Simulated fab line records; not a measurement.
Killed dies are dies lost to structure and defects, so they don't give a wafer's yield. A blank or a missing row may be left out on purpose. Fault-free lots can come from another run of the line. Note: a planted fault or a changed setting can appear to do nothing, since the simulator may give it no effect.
fab line records / flow sky130
record lots=5 wafers=15 lastDay=50
route steps=708 shown POLY_GATE@229 LDD_N@237
lots untouched by any fault: they come from a run of this same line in which no faults occurred
startH: hours from the record's opening day to when the first of the lot's shown wafers began / waitH: hours elapsed since this lot's preceding step / " same as the row above / L1.1+2: a single row standing in for several wafers / - no value, or no start given / * or withheld: withheld / < > ~ a bound
route shown NAME@n: a module of which the file shows steps, and the number in the route of the first / usual: mean and standard deviation over wafers with no fault / same: alike in all rows / chamber/n: place in a boat / sites: per-site readings / _std_site: standard deviation across them / _edge_site: mean of outer sites minus mean of inner sites / radiusMm: for every site, how far away it sits from the centre of the wafer / mask NAME#n: copy n / behind: the most recent tool/chamber to have shaped the wafer / hold: what put the lot on hold/how long, in hours/how the hold closed / device: names the non-switching transistor (n, p or np) / end of line: the same wafers' tests at the end of the route / for a step that has no rows: nothing shown but its recipe / killed: count of dies lost to structure and defects at first sort (not the wafer's yield) / map: shows each die of a wafer: x if killed, . if not, _ if none is there
set.NAME: setting as actually run; set.NAME@STEP: the setting as run at that earlier step / model.NAME: the simulator's own value behind a step, which no gauge read
lots at selected steps of the route; one table per step, one row per wafer
services: the hour from which a tool's chamber was out of use, counted from the record's first day as startH (under 0 if before that day), plus the number of hours and why
## steps
# step SKY_POLY_GATE_ETCH_15
# recipe chemistry=N2/H2 target=BARC ionEnergyEv=200 sourceW=514.7 biasW=100 pressureMtorr=30 n2FlowSccm=100 h2FlowSccm=200 stopOn=SiO2 timeS=118.5 targetDepthA=1100
# usual drypumpMotorCurrentA=6.1/0.36 h2FlowSccm=200.0/0.51 n2FlowSccm=99.95/0.29 oesProductAu=0.716/0.0047 throttleValvePct=13.213/0.0099
lot.wafer=L596.1 tool=rieDiel-01 chamber=1 startH=433.14 waitH=0.0 drypumpMotorCurrentA=5.5 h2FlowSccm=199.0 n2FlowSccm=99.98 oesProductAu=0.722 rfHoursCounterH=6 throttleValvePct=13.204
lot.wafer=L596.3 tool=rieDiel-01 chamber=2 startH=433.14 waitH=0.0 drypumpMotorCurrentA=6.5 h2FlowSccm=200.1 n2FlowSccm=100.19 oesProductAu=0.717 rfHoursCounterH=3 throttleValvePct=13.214
lot.wafer=L596.5 tool=rieDiel-01 chamber=1 startH=433.14 waitH=0.0 drypumpMotorCurrentA=5.6 h2FlowSccm=200.1 n2FlowSccm=100.19 oesProductAu=0.711 rfHoursCounterH=- throttleValvePct=13.220
lot.wafer=L601.3 tool=rieDiel-01 chamber=1 startH=471.16 waitH=0.0 drypumpMotorCurrentA=5.5 h2FlowSccm=199.6 n2FlowSccm=99.51 oesProductAu=0.715 rfHoursCounterH=7 throttleValvePct=13.200
lot.wafer=L601.4 tool=rieDiel-01 chamber=3 startH=471.16 waitH=0.0 drypumpMotorCurrentA=6.1 h2FlowSccm=200.7 n2FlowSccm=99.55 oesProductAu=0.716 rfHoursCounterH=89 throttleValvePct=13.232
lot.wafer=L601.6 tool=rieDiel-01 chamber=1 startH=471.16 waitH=0.0 drypumpMotorCurrentA=5.6 h2FlowSccm=198.7 n2FlowSccm=99.71 oesProductAu=0.708 rfHoursCounterH=- throttleValvePct=13.207
lot.wafer=L610.1 tool=rieDiel-03 chamber=0 startH=537.27 waitH=0.0 drypumpMotorCurrentA=6.5 h2FlowSccm=200.3 n2FlowSccm=99.74 oesProductAu=0.711 rfHoursCounterH=15 throttleValvePct=13.203
lot.wafer=L610.3 tool=rieDiel-03 chamber=1 startH=537.27 waitH=0.0 drypumpMotorCurrentA=6.3 h2FlowSccm=200.2 n2FlowSccm=99.60 oesProductAu=0.716 rfHoursCounterH=8 throttleValvePct=13.222
lot.wafer=L610.4 tool=rieDiel-03 chamber=0 startH=537.27 waitH=0.0 drypumpMotorCurrentA=6.5 h2FlowSccm=200.1 n2FlowSccm=99.77 oesProductAu=0.718 rfHoursCounterH=- throttleValvePct=13.212
lot.wafer=L612.1 tool=rieDiel-01 chamber=3 startH=562.61 waitH=0.0 drypumpMotorCurrentA=6.1 h2FlowSccm=199.9 n2FlowSccm=100.08 oesProductAu=0.726 rfHoursCounterH=0 throttleValvePct=13.208
lot.wafer=L612.5 tool=rieDiel-01 chamber=2 startH=562.61 waitH=0.0 drypumpMotorCurrentA=6.5 h2FlowSccm=200.0 n2FlowSccm=99.51 oesProductAu=0.710 rfHoursCounterH=- throttleValvePct=13.204
lot.wafer=L612.6 tool=rieDiel-01 chamber=3 startH=562.61 waitH=0.0 drypumpMotorCurrentA=6.1 h2FlowSccm=199.2 n2FlowSccm=99.79 oesProductAu=0.714 rfHoursCounterH=- throttleValvePct=13.213
lot.wafer=L613.1 tool=rieDiel-03 chamber=3 startH=567.69 waitH=0.0 drypumpMotorCurrentA=6.2 h2FlowSccm=199.9 n2FlowSccm=100.75 oesProductAu=0.716 rfHoursCounterH=1 throttleValvePct=13.223
lot.wafer=L613.3 tool=rieDiel-03 chamber=1 startH=567.69 waitH=0.0 drypumpMotorCurrentA=6.3 h2FlowSccm=200.1 n2FlowSccm=99.80 oesProductAu=0.712 rfHoursCounterH=9 throttleValvePct=13.215
lot.wafer=L613.5 tool=rieDiel-03 chamber=3 startH=567.69 waitH=0.0 drypumpMotorCurrentA=6.1 h2FlowSccm=199.9 n2FlowSccm=100.70 oesProductAu=0.721 rfHoursCounterH=- throttleValvePct=13.217
# step SKY_POLY_GATE_ETCH_16
# recipe stopOn=poly-Si chemistry=CH3F/O2 target=Si3N4 sourceW=400 biasW=80 pressureMtorr=25 ch3fFlowSccm=40 O2_flow_sccm=30 timeS=147.5 targetDepthA=750
# usual O2_flow_sccm=30.00/0.088 drypumpMotorCurrentA=6.1/0.36 oesProductAu=0.639/0.0053 throttleValvePct=10.535/0.009
lot.wafer=L596.1 tool=rieDiel-01 chamber=1 startH=433.22 waitH=0.0 O2_flow_sccm=30.08 drypumpMotorCurrentA=5.6 oesProductAu=0.632 rfHoursCounterH=6 throttleValvePct=10.537
lot.wafer=L596.3 tool=rieDiel-01 chamber=2 startH=433.22 waitH=0.0 O2_flow_sccm=30.14 drypumpMotorCurrentA=6.4 oesProductAu=0.631 rfHoursCounterH=3 throttleValvePct=10.522
lot.wafer=L596.5 tool=rieDiel-01 chamber=1 startH=433.22 waitH=0.0 O2_flow_sccm=30.02 drypumpMotorCurrentA=5.6 oesProductAu=0.639 rfHoursCounterH=- throttleValvePct=10.549
lot.wafer=L601.3 tool=rieDiel-01 chamber=1 startH=471.24 waitH=0.0 O2_flow_sccm=29.86 drypumpMotorCurrentA=5.6 oesProductAu=0.643 rfHoursCounterH=7 throttleValvePct=10.539
lot.wafer=L601.4 tool=rieDiel-01 chamber=3 startH=471.24 waitH=0.0 O2_flow_sccm=29.90 drypumpMotorCurrentA=6.1 oesProductAu=0.635 rfHoursCounterH=89 throttleValvePct=10.533
lot.wafer=L601.6 tool=rieDiel-01 chamber=1 startH=471.24 waitH=0.0 O2_flow_sccm=30.03 drypumpMotorCurrentA=5.6 oesProductAu=0.639 rfHoursCounterH=- throttleValvePct=10.532
lot.wafer=L610.1 tool=rieDiel-03 chamber=0 startH=537.35 waitH=0.0 O2_flow_sccm=30.00 drypumpMotorCurrentA=6.5 oesProductAu=0.636 rfHoursCounterH=15 throttleValvePct=10.538
lot.wafer=L610.3 tool=rieDiel-03 chamber=1 startH=537.35 waitH=0.0 O2_flow_sccm=29.98 drypumpMotorCurrentA=6.3 oesProductAu=0.628 rfHoursCounterH=9 throttleValvePct=10.539
lot.wafer=L610.4 tool=rieDiel-03 chamber=0 startH=537.35 waitH=0.0 O2_flow_sccm=29.96 drypumpMotorCurrentA=6.5 oesProductAu=0.633 rfHoursCounterH=- throttleValvePct=10.541
lot.wafer=L612.1 tool=rieDiel-01 chamber=3 startH=562.69 waitH=0.0 O2_flow_sccm=29.98 drypumpMotorCurrentA=6.1 oesProductAu=0.632 rfHoursCounterH=0 throttleValvePct=10.535
lot.wafer=L612.5 tool=rieDiel-01 chamber=2 startH=562.69 waitH=0.0 O2_flow_sccm=29.92 drypumpMotorCurrentA=6.5 oesProductAu=0.629 rfHoursCounterH=- throttleValvePct=10.540
lot.wafer=L612.6 tool=rieDiel-01 chamber=3 startH=562.69 waitH=0.0 O2_flow_sccm=30.09 drypumpMotorCurrentA=6.1 oesProductAu=0.632 rfHoursCounterH=- throttleValvePct=10.541
lot.wafer=L613.1 tool=rieDiel-03 chamber=3 startH=567.77 waitH=0.0 O2_flow_sccm=30.13 drypumpMotorCurrentA=6.1 oesProductAu=0.635 rfHoursCounterH=1 throttleValvePct=10.532
lot.wafer=L613.3 tool=rieDiel-03 chamber=1 startH=567.77 waitH=0.0 O2_flow_sccm=30.03 drypumpMotorCurrentA=6.3 oesProductAu=0.639 rfHoursCounterH=9 throttleValvePct=10.541
lot.wafer=L613.5 tool=rieDiel-03 chamber=3 startH=567.77 waitH=0.0 O2_flow_sccm=30.12 drypumpMotorCurrentA=6.2 oesProductAu=0.647 rfHoursCounterH=- throttleValvePct=10.533
# step SKY_POLY_GATE_ETCH_17
# recipe targetDepthNm=180 stopOn=SiO2 overEtchFrac=0.56667 chemistry=HBr/Cl2 target=poly-Si icpW=400 biasW=100 pressureMtorr=10 HBr_flow_sccm=150 Cl2_flow_sccm=50 timeS=70.5
# usual drypumpMotorCurrentA=5.6/0.5 heBacksideLeakSccm=2.72/0.19 oesProductAu=0.987/0.0072 throttleValvePct=33.684/0.0099
# same overEtchFrac=0.56667
lot.wafer=L596.1 tool=rieSi-02 chamber=1 startH=433.32 waitH=0.0 drypumpMotorCurrentA=5.9 heBacksideLeakSccm=2.61 oesProductAu=0.988 rfHoursCounterH=6 throttleValvePct=33.686
lot.wafer=L596.3 tool=rieSi-02 chamber=0 startH=433.32 waitH=0.0 drypumpMotorCurrentA=6.6 heBacksideLeakSccm=2.53 oesProductAu=0.981 rfHoursCounterH=0 throttleValvePct=33.676
lot.wafer=L596.5 tool=rieSi-02 chamber=0 startH=433.32 waitH=0.0 drypumpMotorCurrentA=6.5 heBacksideLeakSccm=2.54 oesProductAu=0.983 rfHoursCounterH=- throttleValvePct=33.679
lot.wafer=L601.3 tool=rieSi-02 chamber=3 startH=471.34 waitH=0.0 drypumpMotorCurrentA=5.4 heBacksideLeakSccm=2.89 oesProductAu=0.981 rfHoursCounterH=26 throttleValvePct=33.677
lot.wafer=L601.4 tool=rieSi-02 chamber=2 startH=471.34 waitH=0.0 drypumpMotorCurrentA=4.9 heBacksideLeakSccm=2.75 oesProductAu=0.994 rfHoursCounterH=46 throttleValvePct=33.680
lot.wafer=L601.6 tool=rieSi-02 chamber=1 startH=471.34 waitH=0.0 drypumpMotorCurrentA=5.9 heBacksideLeakSccm=2.41 oesProductAu=0.974 rfHoursCounterH=- throttleValvePct=33.695
lot.wafer=L610.1 tool=rieSi-01 chamber=2 startH=537.45 waitH=0.0 drypumpMotorCurrentA=5.4 heBacksideLeakSccm=3.50 oesProductAu=0.981 rfHoursCounterH=7 throttleValvePct=33.696
lot.wafer=L610.3 tool=rieSi-01 chamber=3 startH=537.45 waitH=0.0 drypumpMotorCurrentA=6.0 heBacksideLeakSccm=2.83 oesProductAu=0.987 rfHoursCounterH=0 throttleValvePct=33.702
lot.wafer=L610.4 tool=rieSi-01 chamber=2 startH=537.45 waitH=0.0 drypumpMotorCurrentA=5.3 heBacksideLeakSccm=2.75 oesProductAu=0.979 rfHoursCounterH=- throttleValvePct=33.698
lot.wafer=L612.1 tool=rieSi-01 chamber=2 startH=562.79 waitH=0.0 drypumpMotorCurrentA=5.4 heBacksideLeakSccm=2.69 oesProductAu=0.983 rfHoursCounterH=7 throttleValvePct=33.685
lot.wafer=L612.5 tool=rieSi-01 chamber=1 startH=562.79 waitH=0.0 drypumpMotorCurrentA=5.7 heBacksideLeakSccm=2.71 oesProductAu=0.987 rfHoursCounterH=- throttleValvePct=33.679
lot.wafer=L612.6 tool=rieSi-01 chamber=2 startH=562.79 waitH=0.0 drypumpMotorCurrentA=5.4 heBacksideLeakSccm=2.71 oesProductAu=0.978 rfHoursCounterH=- throttleValvePct=33.681
lot.wafer=L613.1 tool=rieSi-01 chamber=0 startH=567.87 waitH=0.0 drypumpMotorCurrentA=5.1 heBacksideLeakSccm=2.62 oesProductAu=0.981 rfHoursCounterH=0 throttleValvePct=33.674
lot.wafer=L613.3 tool=rieSi-01 chamber=1 startH=567.87 waitH=0.0 drypumpMotorCurrentA=5.7 heBacksideLeakSccm=2.59 oesProductAu=0.991 rfHoursCounterH=1 throttleValvePct=33.684
lot.wafer=L613.5 tool=rieSi-01 chamber=3 startH=567.87 waitH=0.0 drypumpMotorCurrentA=5.9 heBacksideLeakSccm=2.90 oesProductAu=0.993 rfHoursCounterH=- throttleValvePct=33.687
# step SKY_POLY_GATE_STRIP_18
# recipe chemistry=O2/N2 powerW=1400 pressureMtorr=1500 platenTempC=withheld o2FlowSccm=3000 n2FlowSccm=300 overashFraction=0.5
# usual drypumpMotorCurrentA=5.7/0.39 n2FlowSccm=300.1/1.5 oesProductAu=0.359/0.0048 stripTimeToEndpointS=3.14/0.04
lot.wafer=L596.1 tool=plasmaAsher-03 chamber=1 startH=433.38 waitH=0.0 drypumpMotorCurrentA=5.6 n2FlowSccm=298.3 oesProductAu=0.355 rfHoursCounterH=0 stripTimeToEndpointS=3.17
lot.wafer=L596.3 tool=plasmaAsher-03 chamber=0 startH=433.38 waitH=0.0 drypumpMotorCurrentA=5.6 n2FlowSccm=299.4 oesProductAu=0.361 rfHoursCounterH=- stripTimeToEndpointS=3.16
lot.wafer=L596.5 tool=plasmaAsher-03 chamber=0 startH=433.38 waitH=0.0 drypumpMotorCurrentA=5.6 n2FlowSccm=299.2 oesProductAu=0.358 rfHoursCounterH=- stripTimeToEndpointS=3.15
lot.wafer=L601.3 tool=plasmaAsher-02 chamber=1 startH=471.43 waitH=0.1 drypumpMotorCurrentA=5.1 n2FlowSccm=298.9 oesProductAu=0.363 rfHoursCounterH=- stripTimeToEndpointS=3.13
lot.wafer=L601.4 tool=plasmaAsher-02 chamber=0 startH=471.43 waitH=0.1 drypumpMotorCurrentA=5.7 n2FlowSccm=300.9 oesProductAu=0.360 rfHoursCounterH=- stripTimeToEndpointS=2.99
lot.wafer=L601.6 tool=plasmaAsher-02 chamber=0 startH=471.43 waitH=0.1 drypumpMotorCurrentA=5.7 n2FlowSccm=299.2 oesProductAu=0.357 rfHoursCounterH=- stripTimeToEndpointS=3.10
lot.wafer=L610.1 tool=plasmaAsher-02 chamber=1 startH=537.51 waitH=0.0 drypumpMotorCurrentA=5.1 n2FlowSccm=300.1 oesProductAu=0.359 rfHoursCounterH=69 stripTimeToEndpointS=3.17
lot.wafer=L610.3 tool=plasmaAsher-02 chamber=0 startH=537.51 waitH=0.0 drypumpMotorCurrentA=5.7 n2FlowSccm=301.2 oesProductAu=0.365 rfHoursCounterH=- stripTimeToEndpointS=3.13
lot.wafer=L610.4 tool=plasmaAsher-02 chamber=1 startH=537.51 waitH=0.0 drypumpMotorCurrentA=5.1 n2FlowSccm=300.0 oesProductAu=0.369 rfHoursCounterH=- stripTimeToEndpointS=3.16
lot.wafer=L612.1 tool=plasmaAsher-02 chamber=0 startH=562.84 waitH=0.0 drypumpMotorCurrentA=5.7 n2FlowSccm=299.6 oesProductAu=0.360 rfHoursCounterH=72 stripTimeToEndpointS=3.15
lot.wafer=L612.5 tool=plasmaAsher-02 chamber=1 startH=562.84 waitH=0.0 drypumpMotorCurrentA=5.1 n2FlowSccm=300.0 oesProductAu=0.350 rfHoursCounterH=- stripTimeToEndpointS=3.11
lot.wafer=L612.6 tool=plasmaAsher-02 chamber=0 startH=562.84 waitH=0.0 drypumpMotorCurrentA=5.7 n2FlowSccm=300.8 oesProductAu=0.364 rfHoursCounterH=- stripTimeToEndpointS=3.16
lot.wafer=L613.1 tool=plasmaAsher-03 chamber=1 startH=567.92 waitH=0.0 drypumpMotorCurrentA=5.6 n2FlowSccm=299.5 oesProductAu=0.359 rfHoursCounterH=13 stripTimeToEndpointS=3.16
lot.wafer=L613.3 tool=plasmaAsher-03 chamber=1 startH=567.92 waitH=0.0 drypumpMotorCurrentA=5.6 n2FlowSccm=299.8 oesProductAu=0.364 rfHoursCounterH=- stripTimeToEndpointS=3.11
lot.wafer=L613.5 tool=plasmaAsher-03 chamber=0 startH=567.92 waitH=0.0 drypumpMotorCurrentA=5.6 n2FlowSccm=299.9 oesProductAu=0.355 rfHoursCounterH=- stripTimeToEndpointS=3.13
# step SKY_POLY_GATE_CLEAN_19
# recipe chemistry=SC1/SC2 mix=1:4:20 tempC=70 timeS=150 dry=n2Spin
# step SKY_POLY_GATE_OXIDATION_20
# recipe tempC=850 ambient=O2 stabiliseS=600 purgeS=300 targetThkA=40 oxTimeS=899
# step SKY_POLY_GATE_THK_MEAS_21
# recipe reads=SiO2_of_POLY_GATE_OXIDATION_20
# usual POLY_GATE_OXIDATION_THK=3.98/0.096
lot.wafer=L596.1 tool=filmMetro-01 chamber=- startH=434.78 waitH=0.0 POLY_GATE_OXIDATION_THK[nm]=3.98
lot.wafer=L596.3 tool=filmMetro-01 chamber=- startH=434.78 waitH=0.0 POLY_GATE_OXIDATION_THK[nm]=3.88
lot.wafer=L596.5 tool=filmMetro-01 chamber=- startH=434.78 waitH=0.0 POLY_GATE_OXIDATION_THK[nm]=3.91
lot.wafer=L601.3 tool=filmMetro-03 chamber=- startH=473.15 waitH=0.0 POLY_GATE_OXIDATION_THK[nm]=4.01
lot.wafer=L601.4 tool=filmMetro-03 chamber=- startH=473.15 waitH=0.0 POLY_GATE_OXIDATION_THK[nm]=3.95
lot.wafer=L601.6 tool=filmMetro-03 chamber=- startH=473.15 waitH=0.0 POLY_GATE_OXIDATION_THK[nm]=4.02
lot.wafer=L610.1 tool=filmMetro-03 chamber=- startH=538.91 waitH=0.0 POLY_GATE_OXIDATION_THK[nm]=3.89
lot.wafer=L610.3 tool=filmMetro-03 chamber=- startH=538.91 waitH=0.0 POLY_GATE_OXIDATION_THK[nm]=3.90
lot.wafer=L610.4 tool=filmMetro-03 chamber=- startH=538.91 waitH=0.0 POLY_GATE_OXIDATION_THK[nm]=3.90
lot.wafer=L612.1 tool=filmMetro-04 chamber=- startH=564.25 waitH=0.0 POLY_GATE_OXIDATION_THK[nm]=4.13
lot.wafer=L612.5 tool=filmMetro-04 chamber=- startH=564.25 waitH=0.0 POLY_GATE_OXIDATION_THK[nm]=4.07
lot.wafer=L612.6 tool=filmMetro-04 chamber=- startH=564.25 waitH=0.0 POLY_GATE_OXIDATION_THK[nm]=4.13
lot.wafer=L613.1 tool=filmMetro-04 chamber=- startH=569.33 waitH=0.0 POLY_GATE_OXIDATION_THK[nm]=4.06
lot.wafer=L613.3 tool=filmMetro-04 chamber=- startH=569.33 waitH=0.0 POLY_GATE_OXIDATION_THK[nm]=4.08
lot.wafer=L613.5 tool=filmMetro-04 chamber=- startH=569.33 waitH=0.0 POLY_GATE_OXIDATION_THK[nm]=4.13
# step SKY_POLY_GATE_CD_MEAS_22
# usual cdNm=148.9/2.4
lot.wafer=L596.1 tool=cdSem-01 chamber=- startH=434.84 waitH=0.1 cdNm=149.0
lot.wafer=L596.3 tool=cdSem-01 chamber=- startH=434.84 waitH=0.1 cdNm=148.0
lot.wafer=L596.5 tool=cdSem-01 chamber=- startH=434.84 waitH=0.1 cdNm=145.9
lot.wafer=L601.3 tool=cdSem-01 chamber=- startH=473.25 waitH=0.1 cdNm=149.9
lot.wafer=L601.4 tool=cdSem-01 chamber=- startH=473.25 waitH=0.1 cdNm=150.1
lot.wafer=L601.6 tool=cdSem-01 chamber=- startH=473.25 waitH=0.1 cdNm=151.3
lot.wafer=L610.1 tool=cdSem-02 chamber=- startH=538.97 waitH=0.1 cdNm=151.9
lot.wafer=L610.3 tool=cdSem-02 chamber=- startH=538.97 waitH=0.1 cdNm=151.4
lot.wafer=L610.4 tool=cdSem-02 chamber=- startH=538.97 waitH=0.1 cdNm=151.8
lot.wafer=L612.1 tool=cdSem-01 chamber=- startH=564.31 waitH=0.1 cdNm=151.9
lot.wafer=L612.5 tool=cdSem-01 chamber=- startH=564.31 waitH=0.1 cdNm=146.9
lot.wafer=L612.6 tool=cdSem-01 chamber=- startH=564.31 waitH=0.1 cdNm=151.3
lot.wafer=L613.1 tool=cdSem-02 chamber=- startH=569.39 waitH=0.1 cdNm=146.7
lot.wafer=L613.3 tool=cdSem-02 chamber=- startH=569.39 waitH=0.1 cdNm=147.4
lot.wafer=L613.5 tool=cdSem-02 chamber=- startH=569.39 waitH=0.1 cdNm=147.5
# step SKY_LDD_N_DEHYDRATE_00
# recipe tempC=200 timeS=60
# step SKY_LDD_N_HMDS_01
# recipe primeTimeS=60 primeTempC=120
# step SKY_LDD_N_COAT_02
# recipe resist=NOVOLAK spinRpm=3000 resistThkNm=300
# step SKY_LDD_N_SOFTBAKE_03
# recipe tempC=90 timeS=60 resist=NOVOLAK
# step SKY_LDD_N_EXPOSE_04
# recipe maskId=NTM targetCdNm=840 na=0.6 sourceShape=conventional sigmaOuter=0.6 doseMj=110
# same na=0.6
lot.wafer=L596.1+3+5 tool=ilineStepper-01 chamber=0 startH=450.58 waitH=- mask=NTM_R1#0
lot.wafer=L601.3+4+6 tool=ilineStepper-01 chamber=0 startH=489.78 waitH=- mask=NTM#0
lot.wafer=L610.1+3+4 tool=ilineStepper-01 chamber=0 startH=554.99 waitH=- mask=NTM#0
lot.wafer=L612.1+5+6 tool=ilineStepper-02 chamber=0 startH=579.23 waitH=- mask=NTM#0
lot.wafer=L613.1+3+5 tool=ilineStepper-01 chamber=0 startH=584.92 waitH=- mask=NTM#0
# step SKY_LDD_N_PEB_05
# recipe tempC=withheld timeS=* resist=NOVOLAK
## services
tool=plasmaAsher-03 chamber=- startH=421.25 hours=9.0 kind=pm
tool=rieSi-01 chamber=3 startH=425.04 hours=- kind=clean
tool=rieSi-01 chamber=3 startH=425.04 hours=24.7 kind=scheduledDown
tool=rieDiel-03 chamber=2 startH=427.76 hours=- kind=clean
tool=rieDiel-03 chamber=2 startH=427.76 hours=13.9 kind=scheduledDown
tool=rieDiel-03 chamber=2 startH=427.76 hours=13.9 kind=ventCycle
tool=rieDiel-01 chamber=3 startH=432.06 hours=16.3 kind=repair
tool=plasmaAsher-03 chamber=- startH=435.41 hours=3.7 kind=repair
tool=rieDiel-03 chamber=1 startH=441.91 hours=6.3 kind=repair
tool=plasmaAsher-03 chamber=- startH=461.89 hours=2.8 kind=pm
tool=plasmaAsher-02 chamber=- startH=464.49 hours=2.4 kind=repair
tool=rieSi-01 chamber=1 startH=493.52 hours=9.3 kind=repair
tool=ilineStepper-01 chamber=- startH=511.83 hours=1.7 kind=pm
tool=rieDiel-01 chamber=3 startH=515.29 hours=- kind=clean
tool=rieDiel-01 chamber=3 startH=515.29 hours=24.2 kind=scheduledDown
tool=rieDiel-01 chamber=3 startH=515.29 hours=24.2 kind=ventCycle
tool=rieDiel-03 chamber=3 startH=519.31 hours=- kind=clean
tool=rieDiel-03 chamber=3 startH=519.31 hours=19.2 kind=scheduledDown
tool=rieDiel-03 chamber=3 startH=519.31 hours=19.2 kind=ventCycle
tool=ilineStepper-02 chamber=- startH=524.49 hours=1.7 kind=pm
tool=rieSi-02 chamber=- startH=532.93 hours=0.3 kind=repair
tool=rieSi-02 chamber=3 startH=533.16 hours=2.9 kind=repair
tool=rieDiel-01 chamber=- startH=550.36 hours=0.6 kind=repair
tool=plasmaAsher-02 chamber=- startH=563.22 hours=1.2 kind=repair
## key
firstSign step=SKY_LDD_N_EXPOSE_04 reading=mask direction=changed
effect none on later readings
metAt SKY_LDD_N_EXPOSE_04
struckWafers L596.1,L596.3,L596.5
sortLeftOut L596.1,L596.3,L596.5
testerLeftOut L596
fault kind=wrongMask tool=any chamber=- onsetH=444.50 steps=SKY_LDD_N_EXPOSE_04 auxCopy=NTM_R1#0 cdOffsetNm=-168 scope=struckLotsOnly
# testerLeftOut: of these lots the tester's yield and bins aren't shown, on N5 and GAA mostly nor the transistor test; their killed dies are dies lost to structure and defects alone, not to doping, threshold or leakage, so they don't give the yield
# sortLeftOut: the simulated sort isn't trusted on such a fault, so these wafers' sort isn't shown, and their yield isn't known
